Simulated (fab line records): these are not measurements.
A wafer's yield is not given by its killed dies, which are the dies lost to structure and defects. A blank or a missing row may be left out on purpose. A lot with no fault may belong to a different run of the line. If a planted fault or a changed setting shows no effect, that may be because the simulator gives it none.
Commonality check across tools | flow gf180mcu | 12 lots, 36 wafers sampled

== THE REASON FOR OPENING IT ==
2 of 12 lots carry a flag on the reading V1_CVD_02_THK at GF_V1_THK_MEAS_03. Wafers without a fault read 852 nm, standard deviation 9.8.
Rule: a lot gets a flag if all its wafers with a number sit over 4 standard deviations from that mean, or if no wafer of it has a number. All remaining lots are regarded as sound.

lot  | measured     | on            | V1_CVD_02_THK (nm), wafer by wafer | flag
L737 | day 17 07:10 | film_metro-02 | 840 844 856                        |
L738 | day 17 22:08 | film_metro-01 | 828 826 849                        |
L739 | day 18 01:19 | film_metro-04 | 851 861 862                        |
L741 | day 19 03:03 | film_metro-01 | 847 860 853                        |
L744 | day 20 08:04 | film_metro-01 | 846 856 860                        |
L746 | day 20 19:09 | film_metro-02 | 842 858 863                        |
L748 | day 21 09:31 | film_metro-02 | 849 866 863                        |
L749 | day 22 03:07 | film_metro-04 | 854 866 864                        |
L756 | day 24 00:04 | film_metro-04 | 1162 1160 1170                     | FLAGGED
L757 | day 24 08:11 | film_metro-01 | 1165 1153 1176                     | FLAGGED
L758 | day 24 19:26 | film_metro-02 | 845 848 866                        |
L759 | day 25 09:50 | film_metro-01 | 844 860 849                        |
On average the flagged lots' numbers are 1164 nm, which is +312 nm against the usual, or +32 standard deviations.

== WHICH TOOL RAN EACH LOT ==
The record keeps 1 process step preceding the reading, out of 602 steps on the route. Each cell gives the tool, then ch followed by the chambers the sampled wafers passed through, then the start.
lot  | flag    | GF_V1_CVD_02
L737 |         | pecvd-03 ch 0,2, day 17 07:05
L738 |         | pecvd-01 ch 0,2, day 17 22:04
L739 |         | pecvd-02 ch 0,1, day 18 01:16
L741 |         | pecvd-01 ch 0,1,2, day 19 02:58
L744 |         | pecvd-02 ch 1,2, day 20 07:59
L746 |         | pecvd-01 ch 0,1, day 20 19:05
L748 |         | pecvd-02 ch 0,1, day 21 09:25
L749 |         | pecvd-03 ch 0,2, day 22 03:02
L756 | FLAGGED | pecvd-03 ch 0,1,2, day 23 23:59
L757 | FLAGGED | pecvd-03 ch 1,2, day 24 08:07
L758 |         | pecvd-01 ch 0,1,2, day 24 19:22
L759 |         | pecvd-02 ch 0,1,2, day 25 09:45
What these steps do:
- GF_V1_CVD_02: deposits SiO2 from TEOS, target thk 850 nm, time 94.851 s.
- GF_V1_THK_MEAS_03

== FLAGGED AGAINST TOTAL, ONE TOOL AT A TIME (gauges that did the reading follow at the end) ==
step              | tool          | lots run | flagged | share of the flagged lots | sound lots run after its first flagged lot
GF_V1_CVD_02      | pecvd-01      | 4        | 0       | none                      | -
GF_V1_CVD_02      | pecvd-02      | 4        | 0       | none                      | -
GF_V1_CVD_02      | pecvd-03      | 4        | 2       | all                       | 0
GF_V1_THK_MEAS_03 | film_metro-01 | 5        | 1       | some                      | 1 (L759)
GF_V1_THK_MEAS_03 | film_metro-02 | 4        | 0       | none                      | -
GF_V1_THK_MEAS_03 | film_metro-04 | 3        | 1       | some                      | 0

== WHAT THE TABLE ALLOWS ==
Rows of the table that ran each flagged lot: 1, that is pecvd-03 at GF_V1_CVD_02.
- pecvd-03 at GF_V1_CVD_02 ran 4 lots, 2 of them flagged. Its last sound lot is L749 (day 22 03:02), its first flagged lot L756 (day 23 23:59): a fault that began between those two fits. Its own readings (run_length_s) fall more than 4 standard deviations out on all wafers of the flagged lots.
One tool is left: pecvd-03 at GF_V1_CVD_02.

== WHAT HAD BEEN PUT IN BY THE SIMULATOR ==
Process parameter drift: pecvd-03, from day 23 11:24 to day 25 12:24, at GF_V1_CVD_02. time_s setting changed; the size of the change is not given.
Struck lots among those shown: L756, L757. The rule above found the same.
